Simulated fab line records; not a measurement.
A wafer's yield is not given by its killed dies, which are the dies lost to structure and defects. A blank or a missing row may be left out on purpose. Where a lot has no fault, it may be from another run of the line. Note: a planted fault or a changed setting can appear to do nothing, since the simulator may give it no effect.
Problem report in the 8D (eight disciplines) form, filled by code / flow gf180mcu / the parts of the form that need people (team, actions taken, sign-off) are left out

## 1. PROBLEM STATEMENT
Mean of chamber_pressure_mTorr at GF_VT_IMPLANT_STRIP_31: 1199.9 mTorr across 4 wafers in 2 lots; on wafers with no fault it is 1500.0 mTorr (standard deviation 1.5). That is -99 or more standard deviations from the usual mean.
The step: strips in O2/N2.
First seen on wafer L757.3, day 9 07:30, on plasma_asher-03. The record holds 39 wafers of 13 lots with a number at this step. Rule for "out" (also "out of limits"): further than 4 standard deviations from the usual mean. The rest of the wafers with a number are treated as sound.

## 2. WHAT IT IS, AND WHAT IT ISN'T
question=which readings at this step | is=chamber_pressure_mTorr, oes_product_au, strip_time_to_endpoint_s | is not=drypump_motor_current_A, heater_power_w
question=which lots | is=L757, L758 | is not=L751, L752, L762, L763, L764, L766, L767, L768, L769, L771, L772
question=which wafers of those lots | is=L757.3, L757.6, L758.4, L758.5 | is not=L757.5, L758.3
question=read on which tools | is=plasma_asher-03 | is not=plasma_asher-04
question=when | is=from day 9 07:30 | is not=up to then (7 sound wafers); but 28 sound wafers of L758, L762, L763, L764, L766, L767, L768, L769, L771, L772 came after

## 3. THE SUSPECTS, EACH WITH WHAT RULES IT OUT
Counting: if a tool at a process step up to the reading ran every lot that is out, it stays a suspect. Sound lots after the first of them don't rule it out here, since some wafers of a struck lot are sound.
- plasma_asher-03 at GF_VT_IMPLANT_STRIP_31 (strips in O2/N2): kept. Ran every lot that is out, first one L757 (day 9 07:30); last sound lot up to then L752 (day 7 10:21). On those wafers its own readings are out: chamber_pressure_mTorr, oes_product_au, strip_time_to_endpoint_s.
- Within plasma_asher-03 at GF_VT_IMPLANT_STRIP_31: the wafers that are out ran in chamber 1; their sound lot-mates ran in chamber 0.
After counting, what remains is plasma_asher-03 at GF_VT_IMPLANT_STRIP_31.

## 4. THE CAUSE (what the simulator had put in)
plasma_asher-03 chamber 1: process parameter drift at GF_VT_IMPLANT_STRIP_31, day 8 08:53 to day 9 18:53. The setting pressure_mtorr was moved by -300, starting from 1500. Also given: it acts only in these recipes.
The count eliminated every tool but this one.

## 5. THE CHAIN OF EFFECTS, in route order
Rows list readings where the struck wafers' mean (over those with a number) sits beyond 3 standard deviations from the usual. Readings are gone through only where the record gives a usual standard deviation; hours: the median, over the lots, of the time from a lot's start at the first step in this table giving one to that lot's start at this step; sigmas: the change measured in usual standard deviations.
hours=0; step=GF_VT_IMPLANT_STRIP_31; reading=chamber_pressure_mTorr; usual=1500.0 mTorr; on struck wafers=1199.9; change=-300.1; sigmas=-99 or more
hours=0; step=GF_VT_IMPLANT_STRIP_31; reading=oes_product_au; usual=0.716 a.u.; on struck wafers=0.677; change=-0.039; sigmas=-8.9
hours=0; step=GF_VT_IMPLANT_STRIP_31; reading=strip_time_to_endpoint_s; usual=12.64 s; on struck wafers=13.60; change=+0.96; sigmas=+26
It contains these process steps:
- GF_VT_IMPLANT_STRIP_31: strips in O2/N2.

## 6. WHAT WOULD HAVE CAUGHT IT SOONER
In this record the first reading out of limits was taken at day 9 07:30, 23 hours after the fault began at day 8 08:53.
